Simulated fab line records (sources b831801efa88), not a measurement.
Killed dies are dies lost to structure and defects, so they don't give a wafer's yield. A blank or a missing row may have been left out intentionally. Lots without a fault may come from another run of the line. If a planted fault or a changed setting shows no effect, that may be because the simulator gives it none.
fab line records	flow sky130	part 1 of 2: steps 1 to 27 of 41
record lots=5	wafers=15	last_day=50
route steps=708 shown FIELD_ISO@12 NWELL@32 DNWELL@35 PWDE@45
lots with no fault: from the same line, run without faults
start_h: hours from the record's first day to the start of the lot's first wafer shown	wait_h: how many hours have passed since the lot's step before this one	" same as the row above	L1.1+2: one row covering several wafers at once	- no value present, or no start provided	* or withheld: withheld	< > ~ a bound
route shown NAME@n: a module of which the file shows steps, and the number in the route of the first	usual: mean/standard deviation of fault-free wafers	same: alike in all rows	chamber/n: place in a boat	sites: per-site readings	_std_site: how widely they spread, as a standard deviation	_edge_site: inner sites' mean taken away from outer sites' mean	radius_mm: for every site, how far away it sits from the centre of the wafer	mask NAME#n: copy n	behind: the last tool/chamber to shape the wafer	hold: the reason the lot was held/the length of the hold in hours/how it ended	device: the n, p or np transistor that did not switch	end of line: the same wafers' tests at the end of the route	a step without rows: its recipe alone	killed: the dies lost at the first sort to structure and to defects; this is not the yield of the wafer	map: dies across one wafer; x = killed, . = not, _ = none there
set.NAME: setting as actually run; set.NAME@STEP: the setting as run at that earlier step	model.NAME: the simulator's own value behind a step, which no gauge read
lots at selected steps of the route; one table per step, one row per wafer
services: when a tool's chamber went out of use (start_h, in hours from the record's first day, below 0 if earlier), for how many hours, and the reason
## steps
# step SKY_FIELD_ISO_PEB_11
# recipe peb_temp_c=withheld	peb_time_s=withheld	resist=KrF-thick
lot.wafer	tool	chamber	start_h	wait_h
L082.1+2+5	litho_track-03	0	-	-
L085.2+3+5	litho_track-03	0	-	-
L089.1+4+5	litho_track-01	0	-	-
L090.2+3+6	litho_track-03	0	-	-
L094.2+3+5	litho_track-03	0	-	-
# step SKY_FIELD_ISO_DEVELOP_12
# recipe develop_time_s=60	resist=KrF-thick	dev_temp_c=21
lot.wafer	tool	chamber	start_h	wait_h
L082.1+2+5	litho_track-03	0	-	-
L085.2+3+5	litho_track-03	0	-	-
L089.1+4+5	litho_track-01	0	-	-
L090.2+3+6	litho_track-03	0	-	-
L094.2+3+5	litho_track-03	0	-	-
# step SKY_FIELD_ISO_CD_MEAS_13
# recipe target_cd_nm=150
# usual cd_nm=150.1/1.7
lot.wafer	tool	chamber	start_h	wait_h	cd_nm
L082.1	cd_sem-01	-	72.26	-	151.1
L082.2	"	-	"	"	149.6
L082.5	"	-	"	"	150.7
L085.2	cd_sem-01	-	88.38	-	152.5
L085.3	"	-	"	"	152.7
L085.5	"	-	"	"	152.6
L089.1	cd_sem-01	-	107.69	-	150.3
L089.4	"	-	"	"	151.0
L089.5	"	-	"	"	150.8
L090.2	cd_sem-01	-	114.63	-	150.1
L090.3	"	-	"	"	149.0
L090.6	"	-	"	"	148.7
L094.2	cd_sem-01	-	132.13	-	148.9
L094.3	"	-	"	"	146.8
L094.5	"	-	"	"	148.9
# step SKY_FIELD_ISO_ETCH_14
# recipe chemistry=N2/H2	target=BARC	ion_energy_ev=200	source_w=500	bias_w=100	pressure_mtorr=30	n2_flow_sccm=100	h2_flow_sccm=200	stop_on=SiO2	time_s=45.9	target_depth_a=600
# usual drypump_motor_current_A=5.9/0.45	oes_product_au=0.855/0.0043	rf_fwd_power_W=495.4/2.2	throttle_valve_pct=13.223/0.0096
lot.wafer	tool	chamber	start_h	wait_h	drypump_motor_current_A	oes_product_au	rf_fwd_power_W	rf_hours_counter_h	throttle_valve_pct
L082.1	rie_diel-02	3	72.38	0.1	5.3	0.854	496.6	100	13.235
L082.2	"	2	"	"	5.6	0.853	493.2	80	13.221
L082.5	"	1	"	"	5.1	0.859	498.8	-	13.210
L085.2	rie_diel-01	2	88.48	0.1	6.7	0.849	493.0	92	13.206
L085.3	"	1	"	"	5.9	0.858	498.4	0	13.213
L085.5	"	3	"	"	5.7	0.857	495.2	-	13.227
L089.1	rie_diel-01	1	107.81	0.1	5.8	0.855	496.5	0	13.231
L089.4	"	0	"	"	5.8	0.855	498.6	64	13.213
L089.5	"	2	"	"	6.6	0.858	492.2	-	13.217
L090.2	rie_diel-03	1	114.73	0.1	6.4	0.853	499.6	77	13.221
L090.3	"	2	"	"	5.9	0.858	495.2	40	13.237
L090.6	"	3	"	"	5.3	0.864	493.9	-	13.223
L094.2	rie_diel-02	1	132.23	0.1	5.1	0.850	497.4	132	13.220
L094.3	"	3	"	"	5.3	0.851	496.8	101	13.223
L094.5	"	2	"	"	5.6	0.855	492.2	-	13.224
# step SKY_FIELD_ISO_ETCH_15
# recipe chemistry=CHF3/O2	target_depth_nm=180	stop_on=Si	source_w=600	bias_w=200	pressure_mtorr=40	chf3_flow_sccm=50	O2_flow_sccm=5	time_s=72
# usual drypump_motor_current_A=5.9/0.44	oes_product_au=0.944/0.0069	rf_fwd_power_W=595.8/2.3	throttle_valve_pct=8.844/0.009
lot.wafer	tool	chamber	start_h	wait_h	drypump_motor_current_A	oes_product_au	rf_fwd_power_W	rf_hours_counter_h	throttle_valve_pct
L082.1	rie_diel-02	3	72.42	0.0	5.3	0.944	596.5	100	8.841
L082.2	"	2	"	"	5.6	0.939	597.3	80	8.847
L082.5	"	1	"	"	5.1	0.949	596.0	-	8.848
L085.2	rie_diel-01	2	88.52	0.0	6.7	0.942	594.9	92	8.812
L085.3	"	1	"	"	5.9	0.938	595.2	0	8.845
L085.5	"	3	"	"	5.7	0.941	594.9	-	8.827
L089.1	rie_diel-01	1	107.85	0.0	5.9	0.939	595.9	0	8.845
L089.4	"	0	"	"	5.7	0.944	598.6	65	8.845
L089.5	"	2	"	"	6.6	0.931	595.0	-	8.830
L090.2	rie_diel-03	1	114.77	0.0	6.3	0.952	597.9	77	8.850
L090.3	"	2	"	"	5.9	0.944	595.2	40	8.843
L090.6	"	3	"	"	5.2	0.940	590.4	-	8.844
L094.2	rie_diel-02	1	132.27	0.0	5.1	0.951	598.3	132	8.841
L094.3	"	3	"	"	5.4	0.959	595.5	101	8.860
L094.5	"	2	"	"	5.6	0.956	594.3	-	8.859
# step SKY_FIELD_ISO_STRIP_16
# recipe chemistry=O2/N2	power_w=1400	pressure_mtorr=1500	platen_temp_c=withheld	o2_flow_sccm=3000	n2_flow_sccm=300	overash_fraction=0.5
# usual drypump_motor_current_A=5.65/0.28	oes_product_au=0.378/0.0042	strip_time_to_endpoint_s=3.55/0.035
lot.wafer	tool	chamber	start_h	wait_h	drypump_motor_current_A	oes_product_au	rf_hours_counter_h	strip_time_to_endpoint_s
L082.1	plasma_asher-03	1	72.48	0.0	5.61	0.378	39	3.60
L082.2	"	0	"	"	5.30	0.374	39	3.61
L082.5	"	1	"	"	5.62	0.381	-	3.60
L085.2	plasma_asher-04	1	88.58	0.0	5.85	0.377	38	3.52
L085.3	"	0	"	"	5.14	0.382	-	3.57
L085.5	"	1	"	"	5.87	0.374	-	3.54
L089.1	plasma_asher-03	0	107.91	0.0	5.32	0.378	42	3.55
L089.4	"	0	"	"	5.32	0.378	-	3.50
L089.5	"	0	"	"	5.31	0.379	-	3.52
L090.2	plasma_asher-01	1	114.83	0.0	5.75	0.366	41	3.52
L090.3	"	1	"	"	5.78	0.375	-	3.56
L090.6	"	0	"	"	5.98	0.379	-	3.57
L094.2	plasma_asher-03	1	132.33	0.0	5.64	0.383	1	3.63
L094.3	"	0	"	"	5.30	0.379	-	3.63
L094.5	"	1	"	"	5.65	0.386	-	3.61
# step SKY_FIELD_ISO_ETCH_17
# recipe target_depth_a=3420	mask_material=Si3N4	chemistry=HBr/Cl2/O2	target=Si	taper_deg=5	icp_w=600	bias_w=150	pressure_mtorr=15	HBr_flow_sccm=150	Cl2_flow_sccm=40	O2_flow_sccm=6	time_s=97.7
# usual drypump_motor_current_A=5.7/0.54	mfc_cl2_sccm=40.01/0.11	oes_product_au=1.005/0.013	rf_fwd_power_W=596.7/2.6	throttle_valve_pct=25.653/0.012
lot.wafer	tool	chamber	start_h	wait_h	drypump_motor_current_A	mfc_cl2_sccm	oes_product_au	rf_fwd_power_W	rf_hours_counter_h	throttle_valve_pct
L082.1	rie_si-02	0	72.58	0.1	5.2	39.94	0.996	597.5	1	25.656
L082.2	"	1	"	"	5.0	40.04	1.007	596.7	120	25.677
L082.5	"	3	"	"	5.8	40.14	1.012	598.2	-	25.646
L085.2	rie_si-01	2	88.68	0.1	6.3	39.92	1.020	598.0	76	25.649
L085.3	"	0	"	"	5.3	40.14	1.013	596.4	3	25.655
L085.5	"	0	"	"	5.3	40.20	1.000	599.0	-	25.646
L089.1	rie_si-02	2	108.01	0.1	6.0	39.92	0.984	593.5	2	25.664
L089.4	"	1	"	"	5.0	40.03	0.997	596.5	121	25.654
L089.5	"	1	"	"	5.0	39.86	1.005	597.4	-	25.648
L090.2	rie_si-01	3	114.93	0.1	6.6	39.94	1.026	599.6	139	25.636
L090.3	"	2	"	"	6.2	40.14	1.021	597.5	76	25.623
L090.6	"	1	"	"	5.3	40.07	0.995	597.4	-	25.668
L094.2	rie_si-02	2	132.43	0.1	6.0	40.24	0.996	589.5	2	25.653
L094.3	"	0	"	"	5.2	39.93	0.992	594.0	2	25.663
L094.5	"	0	"	"	5.2	39.96	1.002	592.5	-	25.663
# step SKY_FIELD_ISO_WET_ETCH_18
# recipe chemistry=H3PO4	target_depth_nm=25	temp_c=160	target=Si3N4	time_s=286
lot.wafer	tool	chamber	start_h	wait_h
L082.1+2+5	wet_bench-02	0	72.65	0.0
L085.2+3+5	wet_bench-01	2	88.75	0.0
L089.1+4+5	wet_bench-02	0	108.08	0.0
L090.2+3+6	wet_bench-02	3	115.00	0.0
L094.2+3+5	wet_bench-02	0	132.50	0.0
# step SKY_FIELD_ISO_CLEAN_19
# recipe chemistry=SC1/SC2	mix=1:4:20	temp_c=70	time_s=150
lot.wafer	tool	chamber	start_h	wait_h
L082.1+2+5	wet_bench-03	2	72.74	0.0
L085.2+3+5	wet_bench-02	2	88.94	0.0
L089.1+4+5	wet_bench-01	0	108.17	0.0
L090.2+3+6	wet_bench-03	3	115.10	0.0
L094.2+3+5	wet_bench-03	2	132.59	0.0
# step SKY_FIELD_ISO_CLEAN_20
# recipe chemistry=dHF	time_s=20	dilution=100:1
lot.wafer	tool	chamber	start_h	wait_h
L082.1+2+5	wet_bench-02	3	72.79	0.0
L085.2+3+5	wet_bench-03	2	88.99	0.0
L089.1+4+5	wet_bench-03	3	108.23	0.0
L090.2+3+6	wet_bench-01	0	115.15	0.0
L094.2+3+5	wet_bench-01	0	132.64	0.0
# step SKY_FIELD_ISO_WET_ETCH_21
# recipe chemistry=dHF	dilution=100:1	target_depth_nm=20	dry=ipa_marangoni	target=SiO2	temp_c=25	time_s=400
lot.wafer	tool	chamber	start_h	wait_h
L082.1+2+5	wet_bench-02	0	72.80	0.0
L085.2+3+5	wet_bench-01	2	89.01	0.0
L089.1+4+5	wet_bench-02	1	108.24	0.0
L090.2+3+6	wet_bench-02	1	115.16	0.0
L094.2+3+5	wet_bench-02	1	132.66	0.0
# step SKY_FIELD_ISO_OXIDATION_22
# recipe temp_c=950	ambient=O2	stabilise_s=600	purge_s=300	target_thk_a=100	ox_time_s=623
# usual zone_power_bottom_pct=31.6/1.4	zone_power_lower_pct=20.1/0.92
lot.wafer	tool	chamber	start_h	wait_h	zone_power_bottom_pct	zone_power_lower_pct
L082.1	furnace-02	0	72.92	0.0	30.1	21.0
L082.2	"	0	"	"	30.2	21.6
L082.5	"	0	"	"	30.2	21.2
L085.2	furnace-01	0	90.55	1.3	32.3	19.3
L085.3	"	0	"	"	32.3	19.2
L085.5	"	0	"	"	32.7	19.8
L089.1	furnace-01	0	109.57	1.2	32.7	19.2
L089.4	"	0	"	"	33.2	19.4
L089.5	"	0	"	"	32.6	18.8
L090.2	furnace-02	0	115.49	0.2	29.6	21.3
L090.3	"	0	"	"	30.0	21.4
L090.6	"	0	"	"	29.9	21.5
L094.2	furnace-01	0	134.21	1.4	32.8	19.1
L094.3	"	0	"	"	33.2	19.2
L094.5	"	0	"	"	33.2	19.4
# step SKY_FIELD_ISO_THK_MEAS_23
# recipe reads=SiO2_of_FIELD_ISO_OXIDATION_22
# usual FIELD_ISO_OXIDATION_01_THK=9.94/0.14
lot.wafer	tool	chamber	start_h	wait_h	FIELD_ISO_OXIDATION_01_THK[nm]
L082.1	film_metro-02	-	74.09	0.0	10.18
L082.2	"	-	"	"	9.90
L082.5	"	-	"	"	10.01
L085.2	film_metro-04	-	91.73	0.0	10.16
L085.3	"	-	"	"	10.18
L085.5	"	-	"	"	10.07
L089.1	film_metro-01	-	110.74	0.0	9.92
L089.4	"	-	"	"	9.87
L089.5	"	-	"	"	9.80
L090.2	film_metro-02	-	116.67	0.0	9.68
L090.3	"	-	"	"	9.69
L090.6	"	-	"	"	9.72
L094.2	film_metro-01	-	135.39	0.0	9.97
L094.3	"	-	"	"	10.15
L094.5	"	-	"	"	9.90
# step SKY_FIELD_ISO_CVD_24
# recipe material=SiO2	target_thk_nm=595	temp_c=650	sigma_open_frac=0.3	time_s=99.2	sih4_flow_sccm=60	pressure_mtorr=6
lot.wafer	tool	chamber	start_h	wait_h
L082.1+2+5	hdpcvd-01	0,1,0	74.15	0.1
L085.2+3+5	hdpcvd-01	1,2,1	91.78	0.0
L089.1+4+5	hdpcvd-01	0,2,0	110.80	0.1
L090.2+3+6	hdpcvd-02	1	116.72	0.0
L094.2+3+5	hdpcvd-02	1	135.44	0.0
# step SKY_FIELD_ISO_THK_MEAS_25
# recipe reads=SiO2_of_FIELD_ISO_CVD_24
# usual FIELD_ISO_CVD_24_THK=593/7.5
lot.wafer	tool	chamber	start_h	wait_h	FIELD_ISO_CVD_24_THK[nm]
L082.1	film_metro-04	-	74.23	0.0	599
L082.2	"	-	"	"	596
L082.5	"	-	"	"	602
L085.2	film_metro-01	-	91.87	0.0	582
L085.3	"	-	"	"	585
L085.5	"	-	"	"	586
L089.1	film_metro-01	-	110.87	0.0	592
L089.4	"	-	"	"	588
L089.5	"	-	"	"	585
L090.2	film_metro-01	-	116.84	0.1	597
L090.3	"	-	"	"	599
L090.6	"	-	"	"	599
L094.2	film_metro-02	-	135.56	0.1	596
L094.3	"	-	"	"	603
L094.5	"	-	"	"	599
# step SKY_FIELD_ISO_ANNEAL_26
# recipe temp_c=1000	time_s=1800	ambient=N2
# usual zone_power_bottom_pct=35.0/1.7	zone_power_lower_pct=22.7/1
lot.wafer	tool	chamber	start_h	wait_h	zone_power_bottom_pct	zone_power_lower_pct
L082.1	furnace-02	0	74.29	0.1	33.5	23.5
L082.2	"	0	"	"	33.8	24.3
L082.5	"	0	"	"	33.8	23.5
L085.2	furnace-02	0	93.77	1.9	34.0	23.7
L085.3	"	0	"	"	33.5	23.7
L085.5	"	0	"	"	33.4	24.0
L089.1	furnace-02	0	111.63	0.8	32.9	23.5
L089.4	"	0	"	"	33.2	23.1
L089.5	"	0	"	"	33.4	23.5
L090.2	furnace-02	0	116.89	0.0	33.4	23.6
L090.3	"	0	"	"	33.5	23.6
L090.6	"	0	"	"	34.1	23.5
L094.2	furnace-02	0	136.85	1.3	33.5	23.6
L094.3	"	0	"	"	33.8	23.9
L094.5	"	0	"	"	33.4	23.8
# step SKY_FIELD_ISO_CMP_27
# recipe stop_on=Si3N4	t_overpolish_s=16	down_force_psi=4	platen_rpm=60	target_thk_nm=457.8	pad_velocity_m_s=0.94248
# usual motor_current_A=12.0/1.2	overpolish_run_s=16.000/0.01	retaining_ring_pressure_frac=1.000/0.0052	time_to_endpoint_s=109/4.4
lot.wafer	tool	chamber	start_h	wait_h	motor_current_A	overpolish_run_s	retaining_ring_pressure_frac	time_to_endpoint_s
L082.1	cmp-01	0	75.79	0.0	11.2	16.010	0.999	109
L082.2	"	3	"	"	12.2	15.989	0.994	110
L082.5	"	1	"	"	11.1	16.017	1.010	114
L085.3	cmp-02	3	95.27	0.0	11.3	15.990	1.007	110
L085.2	"	0	"	"	12.8	16.008	1.007	110
L085.5	"	0	"	"	12.9	16.016	1.007	111
L089.4	cmp-01	3	113.13	0.0	12.1	15.991	0.998	102
L089.1	"	0	"	"	10.8	15.995	0.997	105
L089.5	"	0	"	"	11.7	16.004	0.994	105
L090.3	cmp-02	3	118.44	0.1	12.0	16.012	1.000	111
L090.2	"	1	"	"	11.1	16.017	1.004	111
L090.6	"	3	"	"	12.0	16.001	0.989	112
L094.2	cmp-02	3	138.35	0.0	12.1	15.991	1.013	114
L094.3	"	0	"	"	13.2	15.994	0.998	115
L094.5	"	3	"	"	12.3	15.992	1.002	116
# step SKY_FIELD_ISO_WET_ETCH_28
# recipe chemistry=dHF	target_depth_nm=23.7	target=SiO2	dilution=10:1	temp_c=25	time_s=47
lot.wafer	tool	chamber	start_h	wait_h
L082.1+2+5	wet_bench-03	0	76.09	0.2
L085.2+3+5	wet_bench-03	3	95.57	0.2
L089.1+4+5	wet_bench-03	1	113.43	0.2
L090.2+3+6	wet_bench-01	2	118.69	0.1
L094.2+3+5	wet_bench-02	2	138.65	0.2
# step SKY_FIELD_ISO_WET_ETCH_29
# recipe chemistry=H3PO4	target_depth_nm=160	target=Si3N4	temp_c=160	time_s=1825
lot.wafer	tool	chamber	start_h	wait_h
L082.1+2+5	wet_bench-01	3	76.11	0.0
L085.2+3+5	wet_bench-02	0	95.59	0.0
L089.1+4+5	wet_bench-02	0	113.45	0.0
L090.2+3+6	wet_bench-02	0	118.71	0.0
L094.2+3+5	wet_bench-01	1	138.68	0.0
# step SKY_FIELD_ISO_WET_ETCH_30
# recipe chemistry=dHF	target_depth_nm=25	target=SiO2	dilution=10:1	temp_c=25	time_s=50
lot.wafer	tool	chamber	start_h	wait_h
L082.1+2+5	wet_bench-02	2	76.67	0.0
L085.2+3+5	wet_bench-01	2	96.11	0.0
L089.1+4+5	wet_bench-03	3	114.02	0.0
L090.2+3+6	wet_bench-01	1	119.38	0.0
L094.2+3+5	wet_bench-02	1	139.19	0.0
# step SKY_NWELL_CLEAN_00
# recipe chemistry=SC1/SC2	mix=1:4:20	temp_c=70	time_s=150	dry=n2_spin
lot.wafer	tool	chamber	start_h	wait_h
L082.1+2+5	wet_bench-01	1	76.69	0.0
L085.2+3+5	wet_bench-03	0	96.13	0.0
L089.1+4+5	wet_bench-01	3	114.04	0.0
L090.2+3+6	wet_bench-03	0	119.40	0.0
L094.2+3+5	wet_bench-01	3	139.22	0.0
# step SKY_NWELL_OXIDATION_01
# recipe temp_c=900	ambient=O2	stabilise_s=600	purge_s=300	target_thk_a=100	ox_time_s=1418
# usual zone_power_bottom_pct=27.3/1.3	zone_power_lower_pct=18.1/0.79
lot.wafer	tool	chamber	start_h	wait_h	zone_power_bottom_pct	zone_power_lower_pct
L082.1	furnace-01	0	76.75	0.0	28.2	17.1
L082.2	"	0	"	"	29.0	17.1
L082.5	"	0	"	"	28.9	17.3
L085.2	furnace-02	0	96.78	0.6	26.1	18.8
L085.3	"	0	"	"	26.5	18.5
L085.5	"	0	"	"	26.1	18.5
L089.1	furnace-02	0	114.09	0.0	26.1	18.5
L089.4	"	0	"	"	26.1	18.6
L089.5	"	0	"	"	26.3	18.7
L090.2	furnace-02	0	119.74	0.3	26.6	18.6
L090.3	"	0	"	"	26.5	18.4
L090.6	"	0	"	"	26.2	18.7
L094.2	furnace-02	0	139.27	0.0	25.7	18.8
L094.3	"	0	"	"	26.5	18.8
L094.5	"	0	"	"	26.7	18.6
# step SKY_NWELL_THK_MEAS_02
# recipe reads=SiO2_of_NWELL_OXIDATION_01
# usual NWELL_OXIDATION_THK=10.04/0.16
lot.wafer	tool	chamber	start_h	wait_h	NWELL_OXIDATION_THK[nm]
L082.1	film_metro-03	-	78.14	0.0	10.13
L082.2	"	-	"	"	10.14
L082.5	"	-	"	"	10.23
L085.2	film_metro-04	-	98.19	0.0	10.11
L085.3	"	-	"	"	10.01
L085.5	"	-	"	"	9.95
L089.1	film_metro-03	-	115.49	0.0	10.08
L089.4	"	-	"	"	10.12
L089.5	"	-	"	"	10.22
L090.2	film_metro-03	-	121.15	0.0	9.84
L090.3	"	-	"	"	9.84
L090.6	"	-	"	"	9.88
L094.2	film_metro-02	-	140.67	0.0	9.79
L094.3	"	-	"	"	9.72
L094.5	"	-	"	"	9.93
# step SKY_DNWELL_DEHYDRATE_00
# recipe temp_c=200	time_s=60
lot.wafer	tool	chamber	start_h	wait_h
L082.1+2+5	litho_track-01	0	86.04	7.9
L085.2+3+5	litho_track-02	0	106.30	8.1
L089.1+4+5	litho_track-02	0	124.22	8.7
L090.2+3+6	litho_track-04	0	129.69	8.5
L094.2+3+5	litho_track-02	0	150.10	9.4
# step SKY_DNWELL_HMDS_01
# recipe prime_time_s=60	prime_temp_c=120
lot.wafer	tool	chamber	start_h	wait_h
L082.1+2+5	litho_track-01	0	86.19	0.1
L085.2+3+5	litho_track-02	0	106.45	0.1
L089.1+4+5	litho_track-02	0	124.37	0.1
L090.2+3+6	litho_track-04	0	129.84	0.1
L094.2+3+5	litho_track-02	0	150.25	0.1
# step SKY_DNWELL_COAT_02
# recipe spin_rpm=2000	resist_thk_nm=3000
# usual spin_speed_rpm=2000.2/1.4
lot.wafer	tool	chamber	start_h	wait_h	spin_speed_rpm
L082.1	litho_track-01	0	86.34	0.1	1998.5
L082.2	"	0	"	"	2000.6
L082.5	"	0	"	"	2001.5
L085.2	litho_track-02	0	106.60	0.1	1999.4
L085.3	"	0	"	"	2000.6
L085.5	"	0	"	"	2001.1
L089.1	litho_track-02	0	124.52	0.1	1999.2
L089.4	"	0	"	"	1998.4
L089.5	"	0	"	"	2002.0
L090.2	litho_track-04	0	129.99	0.1	2001.1
L090.3	"	0	"	"	2000.5
L090.6	"	0	"	"	1999.2
L094.2	litho_track-02	0	150.40	0.1	2001.2
L094.3	"	0	"	"	1998.2
L094.5	"	0	"	"	1998.7
# step SKY_DNWELL_SOFTBAKE_03
# recipe temp_c=110	time_s=withheld
lot.wafer	tool	chamber	start_h	wait_h
L082.1+2+5	litho_track-01	0	86.49	0.1
L085.2+3+5	litho_track-02	0	106.75	0.1
L089.1+4+5	litho_track-02	0	124.67	0.1
L090.2+3+6	litho_track-04	0	130.14	0.1
L094.2+3+5	litho_track-02	0	150.55	0.1
